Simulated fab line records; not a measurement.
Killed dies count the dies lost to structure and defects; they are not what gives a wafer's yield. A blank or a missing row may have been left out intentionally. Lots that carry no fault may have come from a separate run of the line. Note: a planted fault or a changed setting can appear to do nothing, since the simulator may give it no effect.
fab line records	flow sky130
[record] lots = 14	wafers = 42	last_day = 50
route steps=708 shown FIELD_ISO@17 PWDE@52 VT_ADJUST_PCH@145 SONOS_TUNNEL@166 POLY_GATE@205
lots with no fault: from the same line, run without faults
start_h: start of the lot's first displayed wafer, in hours after the record's first day	wait_h: hours elapsed since this lot's preceding step	" repeats the value in the row above	L1.1+2: one row covering several wafers at once	- no value, or no start was given	* or withheld: withheld	< > ~ a bound
route shown NAME@n: names a module that has steps shown in the file, with the first one's number in the route	usual: mean and standard deviation over wafers with no fault	same: alike in all rows	chamber/n: place in a boat	sites: each site's reading	_std_site: their standard deviation	_edge_site: inner sites' mean taken away from outer sites' mean	radius_mm: how far each site lies from the wafer's centre	mask NAME#n: copy n	behind: tool/chamber where the wafer was last shaped	hold: what put the lot on hold/how long, in hours/how the hold closed	device: whichever transistor did not switch (one of n, p or np)	end of line: the tests these same wafers got at the end of their route	step lacking rows: just its recipe	killed: dies that structure and defects cost at the first sort, which is not the same as the wafer's yield	map: shows each die of a wafer: x if killed, . if not, _ if none is there
set.NAME: the setting the step ran with; set.NAME@STEP: the setting that earlier step ran with	model.NAME: the simulator's own value behind a step, which no gauge read
the route's steps for a sample of lots (tables are steps, rows are wafers)
services: a tool's chamber out of use, with start hour (start_h, from the record's first day; less than 0 if before it), hours out, and reason
[[steps]]
[step SKY_FIELD_ISO_STRIP_16]
[recipe] chemistry = O2/N2	power_w = 1400	pressure_mtorr = 1500	platen_temp_c = withheld	o2_flow_sccm = 3000	n2_flow_sccm = 300	overash_fraction = 0.5
[usual] drypump_motor_current_A = 5.2/0.48	o2_flow_sccm = 3000/8.5	oes_product_au = 0.377/0.0053	strip_time_to_endpoint_s = 3.53/0.032
lot.wafer	tool	chamber	start_h	wait_h	drypump_motor_current_A	o2_flow_sccm	oes_product_au	rf_hours_counter_h	strip_time_to_endpoint_s
L669.2	plasma_asher-03	0	33.51	0.0	6.1	3009	0.377	30	3.54
L669.3	"	0	"	"	6.1	3003	0.377	-	3.54
L669.4	"	1	"	"	5.0	3003	0.384	-	3.55
L670.3	plasma_asher-03	1	42.19	0.1	4.9	2992	0.380	-	3.55
L670.4	"	0	"	"	6.1	2998	0.372	-	3.56
L670.6	"	1	"	"	4.9	2995	0.363	-	3.50
L672.1	plasma_asher-02	1	52.16	0.0	4.9	2993	0.379	25	3.56
L672.3	"	0	"	"	4.8	2997	0.377	-	3.54
L672.6	"	1	"	"	4.8	3015	0.376	-	3.51
L673.1	plasma_asher-04	0	54.61	0.0	5.4	2992	0.372	38	3.50
L673.3	"	1	"	"	5.3	2999	0.383	-	3.57
L673.5	"	1	"	"	5.3	2991	0.375	-	3.52
L675.1	plasma_asher-02	1	67.17	0.0	4.8	2991	0.377	26	3.53
L675.2	"	0	"	"	4.8	3005	0.373	26	3.53
L675.4	"	0	"	"	4.8	3005	0.376	-	3.51
L680.2	plasma_asher-04	0	92.12	0.0	5.5	3007	0.373	41	3.55
L680.3	"	0	"	"	5.4	2993	0.380	-	3.56
L680.6	"	1	"	"	5.3	2990	0.380	-	3.56
L681.2	plasma_asher-02	1	97.36	0.0	4.8	3007	0.376	29	3.54
L681.5	"	0	"	"	4.8	2999	0.380	-	3.51
L681.6	"	1	"	"	4.8	2992	0.385	-	3.52
L682.4	plasma_asher-04	1	100.91	0.1	5.3	3007	0.389	-	3.60
L682.5	"	1	"	"	5.3	3000	0.389	-	3.57
L682.6	"	0	"	"	5.4	2998	0.378	-	3.52
L683.1	plasma_asher-02	0	107.26	0.0	4.9	3010	0.374	30	3.54
L683.2	"	1	"	"	4.9	3001	0.376	30	3.53
L683.3	"	1	"	"	4.8	3015	0.381	-	3.51
L684.3	plasma_asher-04	1	113.19	0.1	5.3	2997	0.369	-	3.51
L684.4	"	0	"	"	5.4	3005	0.386	-	3.50
L684.5	"	0	"	"	5.5	2994	0.378	-	3.47
L686.2	plasma_asher-03	0	122.37	0.0	6.2	3009	0.371	1	3.51
L686.4	"	0	"	"	6.1	3004	0.380	-	3.54
L686.6	"	1	"	"	4.9	2994	0.371	-	3.53
L688.2	plasma_asher-02	0	133.41	0.0	4.8	3000	0.373	31	3.52
L688.3	"	0	"	"	4.8	2996	0.373	-	3.54
L688.5	"	1	"	"	4.8	2989	0.379	-	3.53
L689.1	plasma_asher-02	1	137.86	0.0	4.8	2988	0.374	32	3.47
L689.3	"	1	"	"	4.8	2993	0.377	-	3.54
L689.4	"	0	"	"	4.8	2991	0.392	-	3.54
L691.1	plasma_asher-03	1	148.41	0.0	5.0	2995	0.370	3	3.49
L691.2	"	0	"	"	6.2	2993	0.374	3	3.55
L691.6	"	0	"	"	6.1	3010	0.378	-	3.55
[step SKY_PWDE_OVL_MEAS_07]
[usual] PWDE_OVL = -0.5/1.5
lot.wafer	tool	chamber	start_h	wait_h	PWDE_OVL[nm]
L669.2	overlay-02	-	72.49	-	0.4
L669.3	"	-	"	"	-1.6
L669.4	"	-	"	"	0.0
L670.3	overlay-02	-	81.40	-	-0.3
L670.4	"	-	"	"	0.5
L670.6	"	-	"	"	0.5
L672.1	overlay-02	-	91.73	-	-0.4
L672.3	"	-	"	"	0.3
L672.6	"	-	"	"	-0.1
L673.1	overlay-01	-	94.04	-	-0.9
L673.3	"	-	"	"	-0.2
L673.5	"	-	"	"	0.4
L675.1	overlay-02	-	109.53	-	-3.9
L675.2	"	-	"	"	-1.7
L675.4	"	-	"	"	-1.8
L680.2	overlay-01	-	136.69	-	-1.7
L680.3	"	-	"	"	-2.7
L680.6	"	-	"	"	-2.0
L681.2	overlay-01	-	140.05	-	2.1
L681.5	"	-	"	"	1.6
L681.6	"	-	"	"	1.3
L682.4	overlay-01	-	145.55	-	-1.0
L682.5	"	-	"	"	-1.6
L682.6	"	-	"	"	-1.9
L683.1	overlay-02	-	152.09	-	0.6
L683.2	"	-	"	"	1.6
L683.3	"	-	"	"	-0.1
L684.3	overlay-01	-	160.90	-	1.9
L684.4	"	-	"	"	1.3
L684.5	"	-	"	"	-0.4
L686.2	overlay-01	-	169.89	-	3.1
L686.4	"	-	"	"	2.9
L686.6	"	-	"	"	-0.4
L688.2	overlay-01	-	181.00	-	-2.0
L688.3	"	-	"	"	-1.2
L688.5	"	-	"	"	-1.3
L689.1	overlay-02	-	183.73	-	-5.0
L689.3	"	-	"	"	-1.5
L689.4	"	-	"	"	-2.3
L691.1	overlay-02	-	196.99	-	-0.3
L691.2	"	-	"	"	0.4
L691.6	"	-	"	"	0.5
[step SKY_VT_ADJUST_PCH_COAT_02]
[recipe] spin_rpm = 2000	resist_thk_nm = 3000
[usual] chill_plate_temp_C = 23.00/0.1	dispense_pressure_kPa = 47.6/1.4
lot.wafer	tool	chamber	start_h	wait_h	chill_plate_temp_C	dispense_pressure_kPa
L669.2	litho_track-01	0	220.51	0.1	22.98	47.3
L669.3	"	0	"	"	22.93	47.2
L669.4	"	0	"	"	23.27	47.2
L670.3	litho_track-01	0	230.04	0.1	23.07	47.3
L670.4	"	0	"	"	22.99	47.2
L670.6	"	0	"	"	23.06	47.2
L672.1	litho_track-03	-	245.86	0.1	-	-
L672.3	"	-	"	"	-	-
L672.6	"	-	"	"	-	-
L673.1	litho_track-01	-	246.94	0.1	-	-
L673.3	"	-	"	"	-	-
L673.5	"	-	"	"	-	-
L675.1	litho_track-03	0	268.86	0.1	22.88	49.4
L675.2	"	0	"	"	23.01	49.4
L675.4	"	0	"	"	22.85	49.4
L680.2	litho_track-02	0	304.81	0.1	23.06	45.9
L680.3	"	0	"	"	22.96	45.9
L680.6	"	0	"	"	23.07	45.9
L681.2	litho_track-02	0	308.41	0.1	23.01	45.9
L681.5	"	0	"	"	22.97	45.9
L681.6	"	0	"	"	22.99	45.9
L682.4	litho_track-01	0	315.11	0.1	22.95	47.3
L682.5	"	0	"	"	22.99	47.3
L682.6	"	0	"	"	23.04	47.3
L683.1	litho_track-03	0	324.21	0.1	23.09	49.4
L683.2	"	0	"	"	23.13	49.5
L683.3	"	0	"	"	23.05	49.4
L684.3	litho_track-01	0	335.54	0.1	22.93	47.3
L684.4	"	0	"	"	22.99	47.3
L684.5	"	0	"	"	22.94	47.3
L686.2	litho_track-01	0	347.76	0.1	22.91	47.3
L686.4	"	0	"	"	23.06	47.3
L686.6	"	0	"	"	23.17	47.3
L688.2	litho_track-01	0	360.96	0.1	22.93	47.3
L688.3	"	0	"	"	22.89	47.3
L688.5	"	0	"	"	22.87	47.3
L689.1	litho_track-01	0	364.44	0.1	22.87	47.3
L689.3	"	0	"	"	23.05	47.3
L689.4	"	0	"	"	23.02	47.3
L691.1	litho_track-03	0	383.56	0.1	23.09	49.4
L691.2	"	0	"	"	23.02	49.4
L691.6	"	0	"	"	22.96	49.4
[step SKY_VT_ADJUST_PCH_OVL_MEAS_07]
[usual] VT_ADJUST_PCH_OVL = -0.6/1.2
lot.wafer	tool	chamber	start_h	wait_h	VT_ADJUST_PCH_OVL[nm]
L669.2	overlay-02	-	230.86	-	0.2
L669.3	"	-	"	"	-1.7
L669.4	"	-	"	"	-1.2
L670.3	overlay-01	-	241.85	-	-0.7
L670.4	"	-	"	"	0.2
L670.6	"	-	"	"	-1.0
L672.1	overlay-02	-	257.19	-	-
L672.3	"	-	"	"	-
L672.6	"	-	"	"	-
L673.1	overlay-02	-	258.74	-	-
L673.3	"	-	"	"	-
L673.5	"	-	"	"	-
L675.1	overlay-02	-	280.29	-	-1.0
L675.2	"	-	"	"	-1.6
L675.4	"	-	"	"	-1.9
L680.2	overlay-02	-	318.56	-	0.8
L680.3	"	-	"	"	0.4
L680.6	"	-	"	"	0.5
L681.2	overlay-01	-	322.10	-	-2.1
L681.5	"	-	"	"	-1.8
L681.6	"	-	"	"	-1.0
L682.4	overlay-01	-	327.91	-	-1.3
L682.5	"	-	"	"	-2.7
L682.6	"	-	"	"	-1.8
L683.1	overlay-01	-	337.34	-	-1.2
L683.2	"	-	"	"	-2.3
L683.3	"	-	"	"	-1.9
L684.3	overlay-01	-	349.60	-	1.4
L684.4	"	-	"	"	-0.5
L684.5	"	-	"	"	-2.3
L686.2	overlay-02	-	360.29	-	-1.4
L686.4	"	-	"	"	-0.7
L686.6	"	-	"	"	0.3
L688.2	overlay-02	-	375.89	-	0.1
L688.3	"	-	"	"	0.6
L688.5	"	-	"	"	0.4
L689.1	overlay-02	-	379.61	-	-0.9
L689.3	"	-	"	"	0.2
L689.4	"	-	"	"	0.5
L691.1	overlay-01	-	398.54	-	-1.0
L691.2	"	-	"	"	0.7
L691.6	"	-	"	"	0.3
[step SKY_SONOS_TUNNEL_TW_MEAS_12]
[usual] SONOS_TUNNEL_TW = 197.4/2
lot.wafer	tool	chamber	start_h	wait_h	SONOS_TUNNEL_TW
L669.2	film_metro-01	-	254.92	0.0	196.4
L669.3	"	-	"	"	197.3
L669.4	"	-	"	"	196.7
L670.3	film_metro-02	-	266.32	0.0	198.0
L670.4	"	-	"	"	197.5
L670.6	"	-	"	"	197.1
L672.1	film_metro-01	-	281.22	0.0	210.2
L672.3	"	-	"	"	210.4
L672.6	"	-	"	"	210.3
L673.1	film_metro-01	-	282.97	0.0	209.5
L673.3	"	-	"	"	209.7
L673.5	"	-	"	"	210.2
L675.1	film_metro-03	-	306.19	0.0	200.0
L675.2	"	-	"	"	199.5
L675.4	"	-	"	"	199.4
L680.2	film_metro-03	-	345.47	0.0	200.7
L680.3	"	-	"	"	201.3
L680.6	"	-	"	"	201.4
L681.2	film_metro-01	-	349.62	0.0	194.0
L681.5	"	-	"	"	195.1
L681.6	"	-	"	"	195.2
L682.4	film_metro-02	-	355.92	0.0	198.1
L682.5	"	-	"	"	197.5
L682.6	"	-	"	"	197.6
L683.1	film_metro-01	-	364.45	0.0	196.4
L683.2	"	-	"	"	194.9
L683.3	"	-	"	"	196.3
L684.3	film_metro-03	-	377.65	0.0	201.1
L684.4	"	-	"	"	200.2
L684.5	"	-	"	"	200.2
L686.2	film_metro-01	-	389.56	0.0	196.9
L686.4	"	-	"	"	195.5
L686.6	"	-	"	"	194.9
L688.2	film_metro-02	-	405.13	0.0	198.8
L688.3	"	-	"	"	197.5
L688.5	"	-	"	"	198.2
L689.1	film_metro-01	-	408.87	0.0	195.7
L689.3	"	-	"	"	194.3
L689.4	"	-	"	"	195.8
L691.1	film_metro-01	-	428.68	0.0	195.6
L691.2	"	-	"	"	195.8
L691.6	"	-	"	"	196.1
[step SKY_POLY_GATE_THK_MEAS_01]
[recipe] reads = poly-Si_of_POLY_GATE_CVD_00
[usual] POLY_GATE_CVD_00_THK = 179.6/1.6
lot.wafer	tool	chamber	start_h	wait_h	POLY_GATE_CVD_00_THK[nm]
L669.2	film_metro-03	-	318.92	0.0	179.8
L669.3	"	-	"	"	178.4
L669.4	"	-	"	"	179.0
L670.3	film_metro-03	-	331.61	0.0	178.2
L670.4	"	-	"	"	178.3
L670.6	"	-	"	"	179.5
L673.1	film_metro-03	-	350.14	0.0	180.4
L673.3	"	-	"	"	179.7
L673.5	"	-	"	"	179.6
L672.1	film_metro-04	-	350.18	0.0	180.0
L672.3	"	-	"	"	180.5
L672.6	"	-	"	"	181.0
L675.1	film_metro-03	-	370.75	0.0	176.8
L675.2	"	-	"	"	178.9
L675.4	"	-	"	"	177.9
L680.2	film_metro-02	-	416.62	0.0	181.1
L680.3	"	-	"	"	183.2
L680.6	"	-	"	"	182.3
L681.2	film_metro-02	-	418.15	0.0	177.8
L681.5	"	-	"	"	179.4
L681.6	"	-	"	"	180.2
L682.4	film_metro-04	-	427.26	0.0	180.0
L682.5	"	-	"	"	181.1
L682.6	"	-	"	"	181.1
L683.1	film_metro-04	-	432.91	0.0	178.4
L683.2	"	-	"	"	178.3
L683.3	"	-	"	"	178.8
L684.3	film_metro-02	-	449.95	0.0	178.6
L684.4	"	-	"	"	178.8
L684.5	"	-	"	"	178.5
L686.2	film_metro-02	-	463.07	0.0	178.2
L686.4	"	-	"	"	177.9
L686.6	"	-	"	"	178.6
L688.2	film_metro-02	-	479.30	0.0	179.1
L688.3	"	-	"	"	179.0
L688.5	"	-	"	"	179.9
L689.1	film_metro-03	-	480.49	0.0	179.4
L689.3	"	-	"	"	180.1
L689.4	"	-	"	"	180.4
L691.1	film_metro-03	-	501.32	0.0	179.7
L691.2	"	-	"	"	179.9
L691.6	"	-	"	"	181.4
[[services]]
tool	chamber	start_h	hours	kind
litho_track-01	-	80.25	-	consumable_replace:filter
litho_track-03	-	81.13	-	consumable_replace:filter
plasma_asher-04	-	85.72	2.8	pm
plasma_asher-03	-	108.75	9.0	pm
plasma_asher-03	0	108.75	9.0	vent_cycle
plasma_asher-03	1	108.75	9.0	vent_cycle
plasma_asher-02	-	109.82	14.6	pm
plasma_asher-03	0	117.75	-	clean
plasma_asher-03	1	117.75	-	clean
plasma_asher-04	-	120.33	2.6	repair
plasma_asher-04	-	138.46	0.5	repair
plasma_asher-04	-	152.22	0.4	repair
plasma_asher-02	-	206.37	21.0	repair
plasma_asher-03	-	212.21	0.8	repair
plasma_asher-02	-	227.35	12.8	pm
plasma_asher-02	-	260.84	16.8	repair
plasma_asher-04	-	276.32	5.2	repair
[[key]]
[first_sign] step = SKY_VT_ADJUST_PCH_COAT_02	reading = tool_record	direction = missing
[effect] step = SKY_VT_ADJUST_PCH_OVL_MEAS_07	reading = VT_ADJUST_PCH_OVL	direction = missing
[effect] step = SKY_SONOS_TUNNEL_TW_MEAS_12	reading = SONOS_TUNNEL_TW	direction = up	sigmas = 6.3	usual = 197.4	struck = 210.0
met_at SKY_VT_ADJUST_PCH_COAT_02
struck_lots L672,L673
sort_left_out L672.1,L672.3,L672.6,L673.1,L673.3,L673.5
tester_left_out L672,L673
not_acting_at SKY_FIELD_ISO_STRIP_16,SKY_PWDE_OVL_MEAS_07,SKY_POLY_GATE_THK_MEAS_01
onset_between 230.04 245.86
[fault] kind = skipped_step_whole	tool = litho_track-01,litho_track-03	chamber = -	onset_h = 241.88	steps = SKY_VT_ADJUST_PCH_COAT_02	scope = struck_lots_only
// tester_left_out: of these lots the tester's yield and bins aren't shown, on N5 and GAA mostly nor the transistor test; their killed dies are dies lost to structure and defects alone, not to doping, threshold or leakage, so they don't give the yield
// sort_left_out: the simulated sort isn't trusted on such a fault, so these wafers' sort isn't shown, and their yield isn't known
